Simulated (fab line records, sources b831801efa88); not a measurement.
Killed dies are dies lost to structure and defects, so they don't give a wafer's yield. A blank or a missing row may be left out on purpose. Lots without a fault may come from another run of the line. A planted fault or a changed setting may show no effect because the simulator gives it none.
Chamber matching | flow gf180mcu | GF_V3_CMP_26 on cmp-02: 4 sister chambers
The step polishes, stops on SiO2, t overpolish 15 s, target thk 0 nm. 14 wafers are shown with their chamber, then 7 later ones without.

WAFERS WITH THEIR CHAMBER
wafer  | chamber | motor_current_A (A) | time_to_endpoint_s (s) | platen_rpm (rpm)
L584.2 | 1       | 12.2                | 85                     | 60.04
L584.3 | 0       | 12.5                | 82                     | 59.95
L584.6 | 0       | 13.6                | 84                     | 60.03
L587.1 | 0       | 12.7                | 83                     | 59.97
L587.3 | 1       | 11.8                | 86                     | 59.98
L587.4 | 3       | 11.1                | 84                     | 60.00
L595.1 | 2       | 10.3                | 85                     | 60.00
L595.3 | 1       | 11.9                | 86                     | 60.03
L595.4 | 3       | 11.1                | 83                     | 59.95
L597.1 | 1       | 12.2                | 86                     | 60.06
L597.3 | 0       | 12.4                | 83                     | 59.98
L597.4 | 3       | 11.0                | 82                     | 59.99
L602.1 | 2       | 10.7                | 87                     | 59.98
L602.2 | 0       | 12.6                | 87                     | 60.05

SIGNATURES (means of the wafers above)
reading            | chamber 0 | chamber 1 | chamber 2 | chamber 3 | scatter within a chamber
motor_current_A    | 12.760    | 12.025    | 10.500    | 11.067    | 0.339
time_to_endpoint_s | 83.80     | 85.75     | 86.00     | 83.00     | 1.4
platen_rpm         | 59.9960   | 60.0275   | 59.9900   | 59.9800   | 0.0349
Rule: a wafer's distance from a chamber is the root of the sum, over the readings, of the square of ((its reading less the chamber's mean) divided by the reading's scatter). The wafer belongs to the nearest chamber; if the next one is less than 2 further off, it can't be placed. The scatter: the root of (the sum of the squares of (reading less its chamber's mean) over the shown wafers, divided by (wafers less chambers)).

WAFERS WITHOUT THEIR CHAMBER
wafer  | motor_current_A (A) | time_to_endpoint_s (s) | platen_rpm (rpm)
L602.5 | 13.1                | 85                     | 60.10
L603.3 | 11.1                | 84                     | 59.99
L603.5 | 10.8                | 87                     | 59.98
L603.6 | 11.2                | 82                     | 59.95
L605.1 | 11.0                | 87                     | 59.99
L605.5 | 10.7                | 84                     | 60.04
L605.6 | 10.3                | 87                     | 59.99

WHICH CHAMBER EACH WENT THROUGH
wafer  | from the rows above          | in truth
L602.5 | can't be placed: 0 or 1      | 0
L603.3 | can't be placed: 3 or 2      | 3
L603.5 | can't be placed: 2 or 3      | 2
L603.6 | 3                            | 3
L605.1 | can't be placed: 2 or 3 or 1 | 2
L605.5 | can't be placed: 2 or 3      | 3
L605.6 | 2                            | 2
Placed correctly: 2 of 7. Can't be placed from these rows: 5 (the true chamber is among the candidates in 5). Placed wrongly: 0.
